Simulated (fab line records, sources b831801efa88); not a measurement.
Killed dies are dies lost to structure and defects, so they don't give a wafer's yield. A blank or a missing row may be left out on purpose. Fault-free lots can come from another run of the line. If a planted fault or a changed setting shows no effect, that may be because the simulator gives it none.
Chamber matching	flow sky130	SKY_VIA2_ETCH_14 on rie diel-01 has 4 sister chambers
The step etches BARC in N2/H2, stops on SiO2, time 45.9 s, target depth 60 nm. 4 wafers are shown with their chamber, then 9 later ones without.

WAFERS PAIRED WITH THEIR CHAMBERS
wafer	chamber	drypump motor current A (A)
L082.2	2	6.5
L087.1	1	5.7
L087.2	0	5.7
L087.3	3	5.8

WAFERS WITHOUT THEIR CHAMBER
wafer	drypump motor current A (A)
L088.1	5.7
L088.4	5.7
L088.5	5.6
L093.2	5.8
L093.3	5.7
L093.4	6.6
L096.2	5.7
L096.5	6.5
L096.6	5.7

WHICH CHAMBER EACH WENT THROUGH
wafer	from the rows above	in truth
L088.1	can't be placed: 0 or 1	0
L088.4	can't be placed: 0 or 1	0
L088.5	can't be placed: 0 or 1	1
L093.2	3	3
L093.3	can't be placed: 0 or 1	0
L093.4	2	2
L096.2	can't be placed: 0 or 1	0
L096.5	2	2
L096.6	can't be placed: 0 or 1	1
Placed correctly: 3 of 9. Cannot be placed on the basis of these rows: 6; the candidates contain the true chamber in 6. Wrongly placed: 0.
How it was worked out, from the rows above alone: a wafer's distance from a chamber is the root of the sum, over the readings, of the square of ((its reading less the chamber's mean) divided by the reading's scatter). The wafer belongs to the nearest chamber; if the next one is less than 2 further off, it can't be placed. Each chamber's mean is taken over the wafers shown for it. The scatter: root of mean squared gap, hidden wafer to nearest shown wafer, with one shown wafer a chamber.
